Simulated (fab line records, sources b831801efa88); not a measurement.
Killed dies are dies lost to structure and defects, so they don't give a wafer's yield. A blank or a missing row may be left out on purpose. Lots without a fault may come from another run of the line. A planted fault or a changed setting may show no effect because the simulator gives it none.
fab line records | flow gf180mcu
record lots=7 wafers=21 last_day=34
route steps=602 shown M1@327 V1@335 M2@362 PASSIVATION@602
lots that met no fault: from a run of the same line without faults
start_h: hours from the record's first day to the start of the lot's first wafer shown | wait_h: hours since the lot's step before | " the same as in the row above | L1.1+2: a row that stands for several wafers | - no value, or no start given | * or withheld: withheld | < > ~ a bound
route shown NAME@n: a module of which the file shows steps, and the number in the route of the first | usual: mean/standard deviation of fault-free wafers | same: alike in all rows | chamber/n: place in a boat | sites: the reading at each site | _std_site: their standard deviation | _edge_site: outer sites' mean less inner sites' | radius_mm: how far each site lies from the wafer's centre | mask NAME#n: copy n | behind: the tool/chamber that last shaped the wafer | hold: why the lot was held/for how many hours/how that ended | device: the transistor (n, p or np) that didn't switch | end of line: the same wafers' tests at the end of the route | a step without rows: its recipe alone | killed: dies lost to structure and defects at the first sort, not the wafer's yield | map: a wafer's dies, x killed, . not, _ none there
set.NAME: the setting as run; set.NAME@STEP: as run at that earlier step | model.NAME: the simulator's own value behind a step, which no gauge read
lots at some steps of the route; a table a step, a row a wafer
services: from which hour (start_h, from the record's first day; less than 0 if before it) a tool's chamber was out of use, for how many hours, and why
## steps
# step GF_M1_PEB_12
# recipe peb_temp_c=135 peb_time_s=90 resist=KrF
# step GF_M1_DEVELOP_13
# recipe develop_time_s=60 dev_temp_c=21
# step GF_M1_CD_MEAS_14
# recipe target_cd_nm=230
# usual cd_nm=229.5/0.99
# columns lot.wafer tool chamber start_h wait_h cd_nm
L406.3 cd_sem-01 - 395.95 0.1 229.0
L406.4 " - " " 229.1
L406.6 " - " " 230.3
L409.1 cd_sem-01 - 421.41 0.1 228.9
L409.4 " - " " 229.1
L409.6 " - " " 228.5
L421.1 cd_sem-02 - 534.62 0.1 229.6
L421.4 " - " " 229.4
L421.5 " - " " 228.3
L422.1 cd_sem-02 - 537.75 0.1 237.8
L422.2 " - " " 237.8
L422.4 " - " " 237.8
L423.1 cd_sem-02 - 545.17 0.1 238.9
L423.2 " - " " 239.0
L423.5 " - " " 239.0
L426.2 cd_sem-02 - 566.47 0.1 230.0
L426.3 " - " " 230.1
L426.6 " - " " 229.8
L427.1 cd_sem-01 - 575.12 0.1 229.1
L427.3 " - " " 227.6
L427.6 " - " " 228.8
# step GF_M1_OVL_MEAS_15
# usual M1_OVL=3/5.6
# columns lot.wafer tool chamber start_h wait_h M1_OVL[nm]
L406.3 overlay-01 - 396.04 0.1 8
L406.4 " - " " 6
L406.6 " - " " 1
L409.1 overlay-01 - 421.53 0.1 10
L409.4 " - " " 12
L409.6 " - " " 5
L421.1 overlay-01 - 534.74 0.1 -2
L421.4 " - " " -1
L421.5 " - " " -1
L422.1 overlay-01 - 537.87 0.1 -6
L422.2 " - " " -4
L422.4 " - " " -7
L423.1 overlay-02 - 545.29 0.1 -5
L423.2 " - " " 7
L423.5 " - " " 2
L426.2 overlay-01 - 566.58 0.1 4
L426.3 " - " " 9
L426.6 " - " " 11
L427.1 overlay-01 - 575.24 0.1 0
L427.3 " - " " -1
L427.6 " - " " 5
# step GF_M1_METAL_ETCH_16
# recipe chemistry=Cl2/BCl3 mask_material=KrF target_depth_nm=627.5 stop_on=SiO2 pressure_mtorr=8 icp_w=800 bias_w=140 Cl2_flow_sccm=80 bcl3_flow_sccm=40 time_s=104.6
# usual drypump_motor_current_A=5.8/0.66 mfc_cl2_sccm=80.02/0.26 oes_product_au=0.972/0.0057 throttle_valve_pct=28.251/0.0094
# columns lot.wafer tool chamber start_h wait_h drypump_motor_current_A mfc_cl2_sccm oes_product_au rf_hours_counter_h throttle_valve_pct
L406.3 rie_metal-04 0 396.10 0.1 5.9 79.93 0.970 - 28.238
L406.4 " 1 " " 6.7 79.84 0.971 - 28.245
L406.6 " 1 " " 6.7 80.13 0.974 - 28.257
L409.1 rie_metal-04 0 421.56 0.0 5.9 80.25 0.961 9 28.264
L409.4 " 0 " " 5.9 79.98 0.972 - 28.233
L409.6 " 0 " " 5.9 79.74 0.973 - 28.249
L421.1 rie_metal-04 0 534.78 0.0 5.8 79.87 0.969 1 28.249
L421.4 " 0 " " 5.9 80.46 0.969 - 28.235
L421.5 " 0 " " 5.9 79.73 0.973 - 28.250
L422.1 rie_metal-01 0 537.91 0.0 5.5 80.17 0.969 7 28.249
L422.2 " 1 " " 5.1 80.40 0.972 2 28.256
L422.4 " 1 " " 5.1 80.23 0.972 - 28.242
L423.1 rie_metal-04 1 545.33 0.0 6.6 80.20 0.957 2 28.253
L423.2 " 0 " " 5.9 79.81 0.966 1 28.238
L423.5 " 1 " " 6.7 80.29 0.964 - 28.250
L426.2 rie_metal-01 1 566.61 0.0 5.2 80.15 0.977 3 28.244
L426.3 " 0 " " 5.5 80.54 0.969 - 28.239
L426.6 " 1 " " 5.1 79.49 0.976 - 28.243
L427.1 rie_metal-01 0 575.27 0.0 5.5 80.10 0.965 8 28.252
L427.3 " 1 " " 5.1 79.72 0.974 - 28.253
L427.6 " 0 " " 5.5 80.16 0.978 - 28.241
# step GF_M1_STRIP_17
# recipe chemistry=O2/N2 power_w=1400 pressure_mtorr=1500 platen_temp_c=250 o2_flow_sccm=3000 n2_flow_sccm=300 overash_fraction=0.5
# step GF_M1_STRIP_18
# recipe chemistry=post_etch_residue_remover time_s=1200 temp_c=72.5
# step GF_M1_CLEAN_19
# recipe chemistry=DIW dry=n2_spin
# step GF_V1_CVD_00
# recipe material=SiO2 target_thk_nm=600 sigma_open_frac=0.3 temp_c=400 time_s=100 sih4_flow_sccm=57.82 pressure_mtorr=6
# step GF_V1_THK_MEAS_01
# recipe reads=SiO2_of_V1_CVD_00
# usual V1_CVD_00_THK=579/5.2
# columns lot.wafer tool chamber start_h wait_h V1_CVD_00_THK[nm]
L406.3 film_metro-01 - 396.80 0.1 577
L406.4 " - " " 580
L406.6 " - " " 578
L409.1 film_metro-01 - 422.29 0.0 580
L409.4 " - " " 578
L409.6 " - " " 588
L421.1 film_metro-01 - 535.52 0.0 571
L421.4 " - " " 577
L421.5 " - " " 568
L422.1 film_metro-04 - 538.69 0.0 574
L422.2 " - " " 577
L422.4 " - " " 580
L423.1 film_metro-02 - 546.05 0.0 577
L423.2 " - " " 585
L423.5 " - " " 584
L426.2 film_metro-04 - 567.33 0.0 583
L426.3 " - " " 571
L426.6 " - " " 578
L427.1 film_metro-04 - 575.99 0.0 580
L427.3 " - " " 581
L427.6 " - " " 577
# step GF_V1_CVD_02
# recipe material=SiO2 target_thk_nm=850 precursor=TEOS temp_c=400 time_s=94.851 rf_w=600
# usual heater_power_w=684/81
# columns lot.wafer tool chamber start_h wait_h heater_power_w
L406.3 pecvd-02 2 396.84 0.0 743
L406.4 " 1 " " 693
L406.6 " 0 " " 698
L409.1 pecvd-01 1 422.35 0.1 809
L409.4 " 0 " " 742
L409.6 " 1 " " 871
L421.1 pecvd-04 2 535.58 0.1 671
L421.4 " 0 " " 526
L421.5 " 1 " " 805
L422.1 pecvd-01 0 538.75 0.1 718
L422.2 " 2 " " 665
L422.4 " 0 " " 740
L423.1 pecvd-01 0 546.11 0.1 723
L423.2 " 1 " " 726
L423.5 " 1 " " 795
L426.2 pecvd-01 0 567.38 0.0 729
L426.3 " 1 " " 818
L426.6 " 1 " " 871
L427.1 pecvd-02 2 576.05 0.1 673
L427.3 " 0 " " 591
L427.6 " 1 " " 673
# step GF_V1_THK_MEAS_03
# recipe reads=SiO2_of_V1_CVD_02
# usual V1_CVD_02_THK=853/10
# columns lot.wafer tool chamber start_h wait_h V1_CVD_02_THK[nm]
L406.3 film_metro-04 - 396.93 0.1 846
L406.4 " - " " 857
L406.6 " - " " 863
L409.1 film_metro-04 - 422.42 0.0 846
L409.4 " - " " 852
L409.6 " - " " 856
L421.1 film_metro-04 - 535.65 0.0 829
L421.4 " - " " 844
L421.5 " - " " 856
L422.1 film_metro-04 - 538.82 0.0 850
L422.2 " - " " 853
L422.4 " - " " 867
L423.1 film_metro-01 - 546.18 0.0 856
L423.2 " - " " 852
L423.5 " - " " 866
L426.2 film_metro-01 - 567.46 0.0 865
L426.3 " - " " 866
L426.6 " - " " 871
L427.1 film_metro-01 - 576.12 0.0 853
L427.3 " - " " 854
L427.6 " - " " 853
# step GF_V1_CMP_04
# recipe material=SiO2 down_force_psi=4 platen_rpm=60 pad_velocity_m_s=0.94248
# usual motor_current_A=12.7/1.1 time_to_endpoint_s=79/4.3
# columns lot.wafer tool chamber start_h wait_h motor_current_A time_to_endpoint_s model.SiO2_of_V1_CVD_02.thk_nm
L406.3 cmp-02 3 397.07 0.1 10.9 75 632.8
L406.4 " 0 " " 11.1 79 631.1
L406.6 " 2 " " 12.5 83 631.7
L409.4 cmp-01 3 422.48 0.0 12.3 78 631.4
L409.1 " 0 " " 13.2 75 631.7
L409.6 " 0 " " 13.9 83 631.4
L421.1 cmp-01 2 535.71 0.1 12.5 67 630.7
L421.4 " 0 " " 14.0 19 789.5
L421.5 " 3 " " 12.3 79 631.4
L422.1 cmp-01 2 538.88 0.1 12.6 77 631.9
L422.2 " 3 " " 13.2 77 629.9
L422.4 " 0 " " 13.1 25 789.3
L423.1 cmp-01 3 546.24 0.1 13.4 78 632.1
L423.2 " 0 " " 13.5 20 790.3
L423.5 " 0 " " 12.6 25 788.9
L426.3 cmp-02 2 567.61 0.1 12.4 83 631.8
L426.2 " 3 " " 11.1 83 632.6
L426.6 " 1 " " 12.6 85 629.7
L427.3 cmp-02 2 576.18 0.0 11.7 86 632.3
L427.1 " 1 " " 13.2 80 631.8
L427.6 " 2 " " 12.6 83 632.1
# step GF_V1_BOW_MEAS_05
# recipe mode=bow
# usual V1_BOW=83/7.2
# columns lot.wafer tool chamber start_h wait_h V1_BOW[um]
L406.3 film_metro-02 - 397.31 0.2 88
L406.4 " - " " 78
L406.6 " - " " 98
L409.1 film_metro-02 - 422.78 0.2 87
L409.4 " - " " 91
L409.6 " - " " 81
L421.1 film_metro-02 - 536.01 0.2 89
L421.4 " - " " 97
L421.5 " - " " 71
L422.1 film_metro-04 - 539.18 0.2 74
L422.2 " - " " 78
L422.4 " - " " 81
L423.1 film_metro-04 - 546.54 0.2 91
L423.2 " - " " 79
L423.5 " - " " 82
L426.2 film_metro-02 - 567.83 0.1 83
L426.3 " - " " 77
L426.6 " - " " 96
L427.1 film_metro-04 - 576.48 0.1 74
L427.3 " - " " 91
L427.6 " - " " 81
# step GF_V1_DEHYDRATE_06
# recipe temp_c=200 time_s=60
# step GF_V1_HMDS_07
# recipe prime_time_s=60 prime_temp_c=120
# step GF_V1_COAT_08
# recipe resist=BARC temp_c=withheld time_s=withheld spin_rpm=withheld resist_thk_nm=withheld
# step GF_V1_COAT_09
# recipe resist=KrF spin_rpm=withheld resist_thk_nm=982
# step GF_V1_SOFTBAKE_10
# recipe temp_c=130 time_s=60 resist=KrF
# step GF_V1_EXPOSE_11
# recipe mask_id=Via1 target_cd_nm=260 na=0.68 source_shape=conventional sigma_outer=0.6 dose_mj=38
# step GF_V1_PEB_12
# recipe peb_temp_c=135 peb_time_s=90 resist=KrF
# step GF_V1_DEVELOP_13
# recipe develop_time_s=60 resist=KrF dev_temp_c=21
# step GF_V1_CD_MEAS_14
# recipe target_cd_nm=260
# usual cd_nm=260.3/1.2
# columns lot.wafer tool chamber start_h wait_h cd_nm
L406.3 cd_sem-01 - 420.94 0.1 258.9
L406.4 " - " " 258.9
L406.6 " - " " 259.9
L409.1 cd_sem-02 - 446.97 0.1 258.5
L409.4 " - " " 258.4
L409.6 " - " " 260.3
L421.1 cd_sem-01 - 558.02 0.1 259.7
L421.4 " - " " 260.5
L421.5 " - " " 260.8
L422.1 cd_sem-01 - 562.07 0.1 259.9
L422.2 " - " " 260.4
L422.4 " - " " 259.5
L423.1 cd_sem-01 - 568.45 0.1 259.3
L423.2 " - " " 259.2
L423.5 " - " " 260.6
L426.2 cd_sem-02 - 588.64 0.1 259.4
L426.3 " - " " 260.6
L426.6 " - " " 259.8
L427.1 cd_sem-02 - 597.97 0.1 259.7
L427.3 " - " " 260.1
L427.6 " - " " 260.4
# step GF_V1_OVL_MEAS_15
# usual V1_OVL=2/5.6
# columns lot.wafer tool chamber start_h wait_h V1_OVL[nm]
L406.3 overlay-02 - 421.03 0.1 3
L406.4 " - " " -5
L406.6 " - " " 0
L409.1 overlay-02 - 447.09 0.1 -1
L409.4 " - " " 1
L409.6 " - " " 3
L421.1 overlay-01 - 558.14 0.1 4
L421.4 " - " " 7
L421.5 " - " " 8
L422.1 overlay-01 - 562.19 0.1 -1
L422.2 " - " " 6
L422.4 " - " " 5
L423.1 overlay-02 - 568.57 0.1 -7
L423.2 " - " " 8
L423.5 " - " " -3
L426.2 overlay-02 - 588.74 0.1 3
L426.3 " - " " 6
L426.6 " - " " 3
L427.1 overlay-02 - 598.09 0.1 8
L427.3 " - " " 2
L427.6 " - " " -7
# step GF_V1_ETCH_16
# recipe chemistry=N2/H2 target_depth_a=withheld overetch_a=withheld time_s=withheld target=BARC ion_energy_ev=200 source_w=500 bias_w=100 pressure_mtorr=30 n2_flow_sccm=100 h2_flow_sccm=200
# usual drypump_motor_current_A=5.7/0.37 oes_product_au=0.854/0.0047 throttle_valve_pct=13.224/0.0087
# columns lot.wafer tool chamber start_h wait_h drypump_motor_current_A oes_product_au throttle_valve_pct
L406.3 rie_diel-04 3 421.06 0.0 5.3 0.858 13.225
L406.4 " 1 " " 5.6 0.854 13.222
L406.6 " 3 " " 5.3 0.848 13.211
L409.1 rie_diel-01 2 447.13 0.0 5.5 0.851 13.218
L409.4 " 0 " " 5.9 0.841 13.222
L409.6 " 0 " " 5.9 0.859 13.231
L421.1 rie_diel-03 0 558.18 0.0 6.6 0.861 13.217
L421.4 " 2 " " 5.5 0.850 13.225
L421.5 " 0 " " 6.5 0.853 13.214
L422.1 rie_diel-03 1 562.23 0.0 5.3 0.851 13.238
L422.2 " 2 " " 5.5 0.858 13.218
L422.4 " 3 " " 5.9 0.860 13.226
L423.1 rie_diel-01 2 568.61 0.0 5.6 0.854 13.249
L423.2 " 1 " " 5.7 0.859 13.225
L423.5 " 2 " " 5.6 0.857 13.216
L426.2 rie_diel-04 2 588.77 0.0 6.5 0.860 13.212
L426.3 " 0 " " 5.8 0.857 13.223
L426.6 " 3 " " 5.3 0.859 13.225
L427.1 rie_diel-03 3 598.12 0.0 5.9 0.851 13.215
L427.3 " 0 " " 6.6 0.848 13.235
L427.6 " 3 " " 5.9 0.842 13.213
# step GF_V1_ETCH_17
# recipe chemistry=C4F8/O2/Ar mask_material=KrF target=SiO2 stop_on=TiN source_w=1500 bias_w=1200 pressure_mtorr=40 c4f8_flow_sccm=withheld O2_flow_sccm=6 Ar_flow_sccm=300 time_s=withheld target_depth_a=6300
# usual oes_product_au=0.856/0.0047
# columns lot.wafer tool chamber start_h wait_h oes_product_au model.etch.depth_nm model.V1.feature_depth_nm
L406.3 rie_diel-04 3 - - 0.864 632.8 632.8
L406.4 " 1 " " 0.857 631.1 631.1
L406.6 " 3 " " 0.848 631.7 631.7
L409.1 rie_diel-01 2 - - 0.861 631.7 631.7
L409.4 " 0 " " 0.864 631.4 631.4
L409.6 " 0 " " 0.853 631.4 631.4
L421.1 rie_diel-03 0 - - 0.853 630.7 630.7
L421.4 " 2 " " 0.970 789.5 789.5
L421.5 " 0 " " 0.861 631.4 631.4
L422.1 rie_diel-03 1 - - 0.863 631.9 631.9
L422.2 " 2 " " 0.849 629.9 629.9
L422.4 " 3 " " 0.972 789.3 789.3
L423.1 rie_diel-01 2 - - 0.859 632.1 632.1
L423.2 " 1 " " 0.977 790.3 790.3
L423.5 " 2 " " 0.973 788.9 788.9
L426.2 rie_diel-04 2 - - 0.855 632.6 632.6
L426.3 " 0 " " 0.857 631.8 631.8
L426.6 " 3 " " 0.850 629.7 629.7
L427.1 rie_diel-03 3 - - 0.864 631.8 631.8
L427.3 " 0 " " 0.862 632.3 632.3
L427.6 " 3 " " 0.849 632.1 632.1
# step GF_V1_STRIP_18
# recipe chemistry=O2/N2 power_w=1400 pressure_mtorr=1500 platen_temp_c=250 o2_flow_sccm=3000 n2_flow_sccm=300 overash_fraction=0.5
# step GF_V1_STRIP_19
# recipe chemistry=post_etch_residue_remover time_s=1200 temp_c=72.5
# step GF_V1_CLEAN_20
# recipe chemistry=DIW dry=n2_spin
# step GF_V1_SPUTTER_21
# recipe material=Ti target_thk_nm=15 chamber_pressure_pa=5 power_w=2500 substrate_temp_c=200 time_s=80.02
# usual throttle_valve_pct=29.5/0.96
# columns lot.wafer tool chamber start_h wait_h throttle_valve_pct
L406.3 pvd_sputter-03 - 421.75 0.0 28.7
L406.4 " - " " 30.4
L406.6 " - " " 30.3
L409.1 pvd_sputter-02 - 447.83 0.0 31.8
L409.4 " - " " 30.0
L409.6 " - " " 29.7
L421.1 pvd_sputter-04 - 558.85 0.0 29.9
L421.4 " - " " 28.5
L421.5 " - " " 29.9
L422.1 pvd_sputter-04 - 562.92 0.0 29.9
L422.2 " - " " 28.8
L422.4 " - " " 28.3
L423.1 pvd_sputter-04 - 569.28 0.0 28.8
L423.2 " - " " 28.7
L423.5 " - " " 27.9
L426.2 pvd_sputter-04 - 589.44 0.0 28.6
L426.3 " - " " 29.8
L426.6 " - " " 28.6
L427.1 pvd_sputter-03 - 599.13 0.0 31.2
L427.3 " - " " 28.9
L427.6 " - " " 30.1
# step GF_V1_SPUTTER_22
# recipe material=TiN target_thk_nm=10 chamber_pressure_pa=5 power_w=4000 time_s=40
# step GF_V1_CVD_23
# recipe material=W target_thk_nm=350 time_s=105.05 temp_c=400 pressure_torr=40
# usual heater_power_w=867/120
# columns lot.wafer tool chamber start_h wait_h heater_power_w
L406.3 cvd_w-01 0 421.89 0.1 938
L406.4 " 1 " " 752
L406.6 " 0 " " 926
L409.1 cvd_w-02 1 447.93 0.0 1031
L409.4 " 0 " " 719
L409.6 " 0 " " 739
L421.1 cvd_w-01 1 558.95 0.0 788
L421.4 " 1 " " 772
L421.5 " 1 " " 757
L422.1 cvd_w-01 0 563.02 0.0 936
L422.2 " 1 " " 762
L422.4 " 1 " " 763
L423.1 cvd_w-01 0 569.38 0.0 939
L423.2 " 1 " " 756
L423.5 " 1 " " 769
L426.2 cvd_w-02 0 589.54 0.0 723
L426.3 " 0 " " 737
L426.6 " 1 " " 1034
L427.1 cvd_w-01 1 599.23 0.0 777
L427.3 " 0 " " 940
L427.6 " 0 " " 941
# step GF_V1_RS_MEAS_24
# recipe thk_meas_gauge=four-point-probe reads=W_of_V1_CVD_23+TiN_of_V1_SPUTTER_22+Ti_of_V1_SPUTTER_21
# usual V1_W_RS=0.328/0.0036
# columns lot.wafer tool chamber start_h wait_h V1_W_RS[ohm/sq]
L406.3 film_metro-04 - 422.00 0.1 0.325
L406.4 " - " " 0.327
L406.6 " - " " 0.327
L409.1 film_metro-04 - 448.04 0.1 0.335
L409.4 " - " " 0.338
L409.6 " - " " 0.337
L421.1 film_metro-02 - 559.06 0.1 0.335
L421.4 " - " " 0.332
L421.5 " - " " 0.328
L422.1 film_metro-01 - 563.13 0.1 0.330
L422.2 " - " " 0.332
L422.4 " - " " 0.331
L423.1 film_metro-02 - 569.49 0.1 0.329
L423.2 " - " " 0.334
L423.5 " - " " 0.333
L426.2 film_metro-01 - 589.67 0.1 0.330
L426.3 " - " " 0.326
L426.6 " - " " 0.332
L427.1 film_metro-01 - 599.34 0.1 0.327
L427.3 " - " " 0.324
L427.6 " - " " 0.324
# step GF_V1_THK_MEAS_25
# recipe thk_meas_gauge=xrf reads=W_of_V1_CVD_23
# usual V1_W_THK=353/4.6
# columns lot.wafer tool chamber start_h wait_h V1_W_THK[nm]
L406.3 film_metro-04 - 422.10 0.1 358
L406.4 " - " " 358
L406.6 " - " " 358
L409.1 film_metro-04 - 448.16 0.1 344
L409.4 " - " " 339
L409.6 " - " " 341
L421.1 film_metro-02 - 559.18 0.1 341
L421.4 " - " " 346
L421.5 " - " " 350
L422.1 film_metro-01 - 563.25 0.1 352
L422.2 " - " " 350
L422.4 " - " " 351
L423.1 film_metro-02 - 569.61 0.1 349
L423.2 " - " " 344
L423.5 " - " " 348
L426.2 film_metro-01 - 589.78 0.1 352
L426.3 " - " " 358
L426.6 " - " " 350
L427.1 film_metro-01 - 599.46 0.1 355
L427.3 " - " " 362
L427.6 " - " " 360
# step GF_V1_CMP_26
# recipe stop_on=SiO2 down_force_psi=3.5 platen_rpm=60 t_overpolish_s=15 target_thk_nm=0 pad_velocity_m_s=0.94248
# usual motor_current_A=11.4/1.1
# columns lot.wafer tool chamber start_h wait_h motor_current_A model.SiO2_of_V1_CVD_02.thk_nm
L406.4 cmp-02 3 422.19 0.1 9.9 627.3
L406.3 " 0 " " 10.3 629
L406.6 " 2 " " 11.0 627.9
L409.4 cmp-02 3 448.37 0.2 9.9 627.7
L409.1 " 2 " " 11.4 627.9
L409.6 " 3 " " 10.2 627.6
L421.4 cmp-02 1 559.29 0.1 11.4 785.7
L421.1 " 3 " " 9.6 626.9
L421.5 " 0 " " 10.0 627.7
L422.2 cmp-01 0 563.36 0.1 13.0 626.1
L422.4 " 1 " " 13.3 785.6
L422.1 " 2 " " 12.1 628.1
L423.1 cmp-02 0 569.67 0.1 10.0 628.3
L423.2 " 1 " " 11.6 786.5
L423.5 " 1 " " 11.1 785.2
L426.3 cmp-01 3 589.88 0.1 12.1 628
L426.2 " 1 " " 13.9 628.8
L426.6 " 3 " " 11.3 625.9
L427.3 cmp-02 2 599.57 0.1 11.5 628.5
L427.1 " 3 " " 9.6 628
L427.6 " 1 " " 11.9 628.3
# step GF_M2_SPUTTER_00
# recipe material=Ti target_thk_nm=37.5 arriving_ion_energy_ev=80 substrate_temp_c=200 chamber_pressure_pa=2 power_w=4000 time_s=150
# step GF_PASSIVATION_PROBE_99
# columns lot.wafer tool chamber start_h wait_h model.etest.met1.width_nm model.etest.via1_chain.rc_ohm model.etest.met2_comb.leak_log10_a_um model.etest.met1.line_ohm_um
L406.3 prober-01 - 680.51 0.2 228.5 6.55 -12.05 0.3138
L406.4 prober-01 - 680.56 0.2 227.3 6.674 -12.02 0.3195
L406.6 prober-01 - 680.66 0.2 234.2 6.485 -11.94 0.31
L409.1 prober-01 - 700.61 0.1 231.2 6.603 -12.07 0.3097
L409.4 prober-01 - 700.76 0.2 228 6.421 -12.05 0.311
L409.6 prober-01 - 700.86 0.2 228.2 6.303 -11.88 0.3183
L421.1 prober-01 - 783.71 0.1 231 6.428 -12.06 0.311
L421.4 prober-01 - 783.86 0.2 227.8 7.263 -10.78 0.3178
L421.5 prober-01 - 783.91 0.2 228.5 6.651 -11.92 0.3163
L422.1 prober-02 - 784.71 0.1 237.1 6.419 -12.03 0.3042
L422.2 prober-02 - 784.76 0.1 234 6.233 -12.14 0.3106
L422.4 prober-02 - 784.86 0.2 231 7.279 -11.87 0.3131
L423.1 prober-01 - 792.08 0.1 241.7 6.542 -11.92 0.3016
L423.2 prober-01 - 792.13 0.1 238.2 10.58 -11.55 0.3051
L423.5 prober-01 - 792.28 0.2 239.9 7.527 -11.85 0.3019
L426.2 prober-02 - 804.91 0.1 226.1 6.138 -11.93 0.3127
L426.3 prober-02 - 804.96 0.2 227.9 6.321 -11.96 0.3139
L426.6 prober-02 - 805.11 0.3 226 6.559 -12.12 0.3164
L427.1 prober-01 - 811.67 0.1 229.9 6.172 -12 0.3049
L427.3 prober-01 - 811.77 0.2 225.9 6.502 -12.12 0.3143
L427.6 prober-01 - 811.92 0.2 230.7 6.35 -11.98 0.3059
# killed by level:class
L406.3 CONTACT:geometric_particle:open=7 V3:geometric_particle:open=5 V5:geometric_particle:short=5 V4:geometric_particle:open=4 V1:geometric_particle:open=3 V4:geometric_particle:short=3 V5:geometric_particle:open=3 STI:geometric_particle:open=2
L406.4 V1:geometric_particle:open=6 V4:geometric_particle:open=6 CONTACT:geometric_particle:open=5 V3:geometric_particle:open=4 V5:geometric_particle:open=4 CONTACT:geometric_particle:short=3 V2:geometric_particle:short=3 STI:geometric_particle:open=2
L406.6 V2:geometric_particle:open=6 STI:geometric_particle:open=3 M1:geometric_particle:short=3 V1:geometric_particle:open=3 V3:geometric_particle:open=3 STI:geometric_particle:short=2 CONTACT:geometric_particle:open=2 CONTACT:geometric_particle:short=2
L409.1 V3:geometric_particle:open=9 V2:geometric_particle:open=6 V1:geometric_particle:open=5 CONTACT:geometric_particle:open=4 M1:geometric_particle:short=4 STI:geometric_particle:short=3 CONTACT:geometric_particle:short=3 V4:geometric_particle:open=3
L409.4 V3:geometric_particle:open=6 M1:geometric_particle:short=5 V4:geometric_particle:open=5 CONTACT:geometric_particle:short=3 V3:geometric_particle:short=3 V1:geometric_particle:short=2 V5:geometric_particle:open=2 TOP_METAL:geometric_particle:short=2
L409.6 V4:geometric_particle:open=6 V1:geometric_particle:open=5 V2:geometric_particle:open=4 M3:geometric_particle:short=4 CONTACT:geometric_particle:open=3 V2:geometric_particle:short=3 STI:geometric_particle:short=2 CONTACT:geometric_particle:short=2
L422.1 V3:geometric_particle:open=6 V2:geometric_particle:open=5 V1:geometric_particle:open=4 STI:geometric_particle:open=3 CONTACT:geometric_particle:open=3 CONTACT:geometric_particle:short=3 M2:geometric_particle:short=2 TOP_METAL:geometric_particle:short=2
L422.2 V5:geometric_particle:open=7 CONTACT:geometric_particle:open=6 POLY_GATE:geometric_particle:short=4 CONTACT:geometric_particle:short=4 M1:geometric_particle:short=4 V5:geometric_particle:short=4 V3:geometric_particle:open=3 V4:geometric_particle:short=3
L422.4 V4:geometric_particle:open=6 V3:geometric_particle:open=5 V1:area_etch=4 STI:geometric_particle:short=3 SAB:geometric_particle:open=3 CONTACT:geometric_particle:short=3 CONTACT:geometric_particle:open=3 V1:geometric_particle:open=3
L426.2 CONTACT:geometric_particle:open=6 V1:geometric_particle:open=6 V3:geometric_particle:open=5 V2:geometric_particle:open=3 V4:geometric_particle:open=3 V4:geometric_particle:short=3 STI:geometric_particle:open=2 POLY_GATE:geometric_particle:open=2
L426.3 V1:geometric_particle:open=5 V5:geometric_particle:short=4 STI:geometric_particle:short=3 POLY_GATE:geometric_particle:open=3 CONTACT:geometric_particle:open=3 V3:geometric_particle:open=3 V4:geometric_particle:open=3 V4:geometric_particle:short=3
L426.6 M4:geometric_particle:short=5 V5:geometric_particle:open=5 CONTACT:geometric_particle:open=4 V2:geometric_particle:open=4 M5:geometric_particle:short=4 STI:geometric_particle:open=3 M1:geometric_particle:short=3 V1:geometric_particle:open=3
L427.1 V4:geometric_particle:open=7 CONTACT:geometric_particle:open=4 V3:geometric_particle:open=4 V1:geometric_particle:short=3 V2:geometric_particle:short=3 V2:geometric_particle:open=3 V3:geometric_particle:short=3 V4:geometric_particle:short=3
L427.3 V2:geometric_particle:open=10 V1:geometric_particle:open=5 V3:geometric_particle:open=4 V4:geometric_particle:open=4 V5:geometric_particle:open=3 M1:geometric_particle:short=2 M4:geometric_particle:short=2 V2:geometric_particle:short=1
L427.6 CONTACT:geometric_particle:open=7 V3:geometric_particle:open=6 V4:geometric_particle:open=6 V1:geometric_particle:open=5 V2:geometric_particle:short=3 V2:geometric_particle:open=3 V3:geometric_particle:short=3 STI:geometric_particle:short=2
## services
# columns tool chamber start_h hours kind
rie_diel-01 - 378.24 1.6 repair
cmp-01 - 389.54 0.5 repair
rie_diel-04 3 390.58 1.2 repair
rie_diel-04 2 394.57 5.3 repair
pecvd-01 0 394.68 4.7 repair
rie_diel-03 - 405.32 1.6 repair
cmp-01 - 407.59 4.0 pm
cmp-02 - 410.84 1.5 repair
rie_diel-01 - 413.56 14.6 pm
cmp-02 - 417.47 4.0 pm
pvd_sputter-04 - 421.75 4.0 repair
cmp-01 - 422.86 3.9 pm
rie_diel-01 - 431.93 1.4 repair
cmp-01 - 442.48 1.3 repair
rie_diel-03 - 455.65 15.6 pm
cmp-01 - 461.97 1.0 repair
cmp-02 - 462.49 6.4 repair
cmp-02 - 521.10 0.5 repair
rie_diel-03 - 541.96 0.6 repair
rie_diel-03 3 553.54 5.7 repair
cmp-02 - 572.05 4.0 pm
cmp-02 - 580.58 2.2 repair
cvd_w-01 - 584.02 14.6 pm
cmp-01 - 586.34 1.1 repair
## key
first_sign step=GF_V1_CMP_04 reading=time_to_endpoint_s direction=down sigmas=13 usual=* struck=*
effect step=GF_V1_ETCH_17 reading=oes_product_au direction=up sigmas=25 usual=0.856 struck=0.973
model_effect step=GF_V1_CMP_04 value=SiO2_of_V1_CVD_02.thk_nm without=631.4 struck=789.5
model_effect step=GF_V1_ETCH_17 value=etch.depth_nm without=631.4 struck=789.5
model_effect step=GF_V1_CMP_26 value=SiO2_of_V1_CVD_02.thk_nm without=627.6 struck=785.7
model_effect step=GF_PASSIVATION_PROBE_99 value=etest.met1.width_nm without=228.3 struck=234.2
met_at GF_V1_CMP_04
struck_wafers L421.4,L422.4,L423.2,L423.5
sort_left_out L421.4,L423.2,L423.5
loop_trim step=GF_M1_EXPOSE_11 setting=dose lots=L422,L423
onset_between 422.48 535.71
fault kind=process_parameter_drift tool=cmp-01 chamber=0 onset_h=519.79 steps=GF_V1_CMP_04 channel=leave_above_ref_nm offset=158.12 shape=step end_h=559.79 acts_in=these_recipes_only stated=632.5
# sort_left_out: the simulated sort isn't trusted on such a fault, so these wafers' sort isn't shown, and their yield isn't known
# loop_trim: a control loop set the setting to another value than it would have without faults
